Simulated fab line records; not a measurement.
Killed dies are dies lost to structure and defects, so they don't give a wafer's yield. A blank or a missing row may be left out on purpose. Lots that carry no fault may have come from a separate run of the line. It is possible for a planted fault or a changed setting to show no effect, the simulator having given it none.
Which tool is to blame? -- flow sfq line -- 42 wafers sampled from 14 lots at 1 step of a route of 325

## WHAT EACH GAUGE READ, for each wafer
No reading from a measuring or inspecting step in the record can be judged against a usual standard deviation.

## WHAT TOOL EACH LOT RAN ON (gives the tool, then ch and the chambers of the sampled wafers, and finally the start)
lot,SFQ_TRILAYER_M7_ETCH_METAL_ETCH_180
L278,"rie metal-04 ch 0,1, day 77 13:12"
L280,"rie metal-03 ch 0,1, day 79 22:54"
L281,"rie metal-02 ch 0,1, day 80 13:16"
L282,"rie metal-04 ch 0,1, day 80 14:30"
L285,"rie metal-04 ch 0,1, day 81 17:53"
L286,"rie metal-02 ch 0,1, day 81 19:08"
L288,"rie metal-04 ch 0,1, day 81 22:44"
L290,"rie metal-02 ch 0,1, day 82 02:20"
L293,"rie metal-02 ch 0,1, day 83 19:19"
L294,"rie metal-02 ch 0,1, day 83 21:46"
L295,"rie metal-03 ch 0, day 84 02:40"
L296,"rie metal-02 ch 0,1, day 84 03:54"
L298,"rie metal-03 ch 0,1, day 84 06:16"
L301,"rie metal-02 ch 0, day 84 12:16"
- SFQ_TRILAYER_M7_ETCH_METAL_ETCH_180: etches Nb in Cl2/Ar, stops on SiO2, target depth 240 nm, time 120 s.

## AS READ BY THE TOOLS THEMSELVES (means over the sampled wafers that have a number; for cases with no such wafer, the mark the record gives instead)
SFQ_TRILAYER_M7_ETCH_METAL_ETCH_180.
lot,tool,drypump motor current A (A),oes product au (a.u.)
L278,rie metal-04,6.5,0.884
L280,rie metal-03,6.2,0.891
L281,rie metal-02,5.7,0.903
L282,rie metal-04,6.5,0.899
L285,rie metal-04,6.6,0.884
L286,rie metal-02,5.8,0.887
L288,rie metal-04,6.5,0.872
L290,rie metal-02,5.7,0.894
L293,rie metal-02,5.7,0.897
L294,rie metal-02,5.9,0.894
L295,rie metal-03,6.3,0.908
L296,rie metal-02,5.9,0.897
L298,rie metal-03,6.2,0.890
L301,rie metal-02,6.1,0.895

## THE ANSWER, worked out from the rows above alone
Rule: the usual values come from the lots themselves. Put in order of their means at a reading, lots are off if they are a third of the lots or fewer, leave a main group of 4 or more, and stand apart from it by a gap of 3 or more times the standard deviation of the main group's means; of several such gaps the widest counts. Not used: any main group whose means are identical at the precision the tables above print for the reading. Also off: a lot with no number at a reading for which 4 or more lots have one. Where the step has rows for the other lots, those lots are counted as sound. After the gauges, taken in route order, come the tools' own readings; for these a lot's mean is taken, as printed above. At the first step where some lot is off, the reading lying furthest off is the one used; lots without a number count as furthest.
No lot is off on any of the readings shown, so nothing can be concluded from this.

## WHAT WAS PUT IN BY THE SIMULATOR
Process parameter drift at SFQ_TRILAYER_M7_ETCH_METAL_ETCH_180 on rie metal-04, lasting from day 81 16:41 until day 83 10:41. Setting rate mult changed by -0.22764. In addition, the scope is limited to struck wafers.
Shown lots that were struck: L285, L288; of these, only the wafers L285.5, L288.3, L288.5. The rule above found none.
